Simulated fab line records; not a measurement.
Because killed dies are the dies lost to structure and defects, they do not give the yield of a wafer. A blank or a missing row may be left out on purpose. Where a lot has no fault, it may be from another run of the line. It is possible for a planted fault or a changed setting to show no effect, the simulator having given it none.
The tool behind it: which one? ; flow sky130 ; 14 lots with 42 wafers sampled at 3 steps, on a route of 708 steps

== WHAT THE GAUGES READ, wafer by wafer ==
SKY_VT_ADJUST_PCH_OVL_MEAS_07. Usual: for VT_ADJUST_PCH_OVL the level is 0.1 nm and the standard deviation is 1.4.
lot;measured;on;VT_ADJUST_PCH_OVL (nm);flag
L876;day 10 10:03;overlay-02;0.2 1.2 0.2;
L879;day 11 15:16;overlay-02;1.5 0.2 1.5;
L880;day 11 18:34;overlay-02;1.4 -0.7 -1.2;
L882;day 12 10:16;overlay-02;3.7 1.1 1.6;
L884;day 12 23:18;overlay-01;2.0 1.3 1.3;
L890;day 14 22:19;overlay-02;- - -;OFF
L891;day 15 01:31;overlay-02;- - -;OFF
L892;day 15 11:22;overlay-01;-2.0 0.0 -1.8;
L893;day 15 19:10;overlay-02;-0.9 0.2 0.5;
L894;day 16 08:22;overlay-01;-1.7 -0.1 2.4;
L895;day 16 16:57;overlay-01;2.2 1.1 -0.6;
L897;day 17 04:28;overlay-01;-2.3 -0.5 -0.5;
L898;day 17 09:07;overlay-01;0.4 0.2 0.6;
L899;day 17 19:15;overlay-02;2.8 2.0 0.3;

SKY_VIA4_OVL_MEAS_11. Usual: for VIA4_OVL the level is -1.4 nm and the standard deviation is 1.2.
lot;measured;on;VIA4_OVL (nm);flag
L876;day 42 13:50;overlay-02;-2.2 -2.0 -2.4;
L879;day 44 04:58;overlay-02;-0.6 -1.7 0.0;
L880;day 44 04:40;overlay-02;-1.2 -2.8 -0.5;
L882;day 44 14:40;overlay-02;0.9 -2.7 0.0;
L884;day 45 06:23;overlay-02;-1.2 -1.3 -3.0;
L890;day 46 16:01;overlay-02;-4.0 -1.4 -2.5;
L891;day 46 17:00;overlay-01;0.0 -0.5 1.6;
L892;day 46 22:12;overlay-02;-2.3 -1.6 -1.1;
L893;day 47 09:32;overlay-02;-1.8 -1.6 -2.5;
L894;day 47 20:01;overlay-02;-1.9 -1.3 -1.6;
L895;day 47 23:34;overlay-01;-1.7 -2.7 -0.5;
L897;day 48 06:33;overlay-01;0.6 -1.5 -0.8;
L898;day 48 08:42;overlay-02;-4.3 -3.5 -3.6;
L899;day 48 17:36;overlay-02;-2.0 -2.0 -2.5;

== EACH LOT AND THE TOOL THAT RAN IT (in order: tool; ch and the chambers of the sampled wafers; start) ==
lot;SKY_VT_ADJUST_PCH_EXPOSE_04
L876;iline stepper-02 ch 0, day 9 22:53
L879;iline stepper-02 ch 0, day 11 03:28
L880;iline stepper-01 ch 0, day 11 07:17
L882;iline stepper-02 ch 0, day 11 22:53
L884;iline stepper-02 ch 0, day 12 10:34
L890;iline stepper-01, day 14 08:52
L891;iline stepper-01, day 14 11:55
L892;iline stepper-02 ch 0, day 14 22:11
L893;iline stepper-02 ch 0, day 15 05:49
L894;iline stepper-01 ch 0, day 15 18:40
L895;iline stepper-02 ch 0, day 16 03:18
L897;iline stepper-01 ch 0, day 16 14:08
L898;iline stepper-01 ch 0, day 16 18:26
L899;iline stepper-02 ch 0, day 17 04:34
- SKY_VT_ADJUST_PCH_EXPOSE_04: exposes mask NWM, target cd 840 nm.

== AS READ BY THE TOOLS THEMSELVES (means over the sampled wafers that have a number; for cases with no such wafer, the mark the record gives instead) ==
SKY_VT_ADJUST_PCH_EXPOSE_04. Usual: exposure dose mJ cm2 255.01, standard deviation 0.24; focus offset nm -0.1 nm, standard deviation 0.49.
lot;tool;exposure dose mJ cm2;focus offset nm (nm);flag
L876;iline stepper-02;254.67;-0.5;
L879;iline stepper-02;255.24;-0.4;
L880;iline stepper-01;255.04;-0.2;
L882;iline stepper-02;255.07;-0.2;
L884;iline stepper-02;255.14;-1.0;
L890;iline stepper-01;-;-;OFF
L891;iline stepper-01;-;-;OFF
L892;iline stepper-02;255.00;0.4;
L893;iline stepper-02;255.08;-0.0;
L894;iline stepper-01;255.07;-0.3;
L895;iline stepper-02;255.10;0.2;
L897;iline stepper-01;255.45;-0.3;
L898;iline stepper-01;254.95;0.1;
L899;iline stepper-02;255.07;-0.3;

== THE ANSWER, worked out from the rows above alone ==
Rule: take the mean of a lot's wafers that have a number; if it is more than 3 standard deviations from the usual mean, the lot is off. Also off: a lot with no number at a reading for which 4 or more lots have one. The other lots that the step has rows for count as sound. First the gauges in route order, then the tools' own readings, where a lot's mean is used as printed above. The first step at which some lot is off is used, and at that step the reading that is off furthest; a lot without a number counts as furthest.
Off: L890, L891, seen at SKY_VT_ADJUST_PCH_OVL_MEAS_07 (VT_ADJUST_PCH_OVL). Without a number there: L890, L891.
If a tool, at a process step before that reading, ran all the lots that are off and no sound lot after the first of them, it fits. The gauges at SKY_VT_ADJUST_PCH_OVL_MEAS_07 aren't tried: what is off there is off at SKY_VT_ADJUST_PCH_EXPOSE_04 too, on other tools, and a gauge's error can't cause that. No candidate that was tried fits.

== WHAT THE SIMULATOR PUT IN ==
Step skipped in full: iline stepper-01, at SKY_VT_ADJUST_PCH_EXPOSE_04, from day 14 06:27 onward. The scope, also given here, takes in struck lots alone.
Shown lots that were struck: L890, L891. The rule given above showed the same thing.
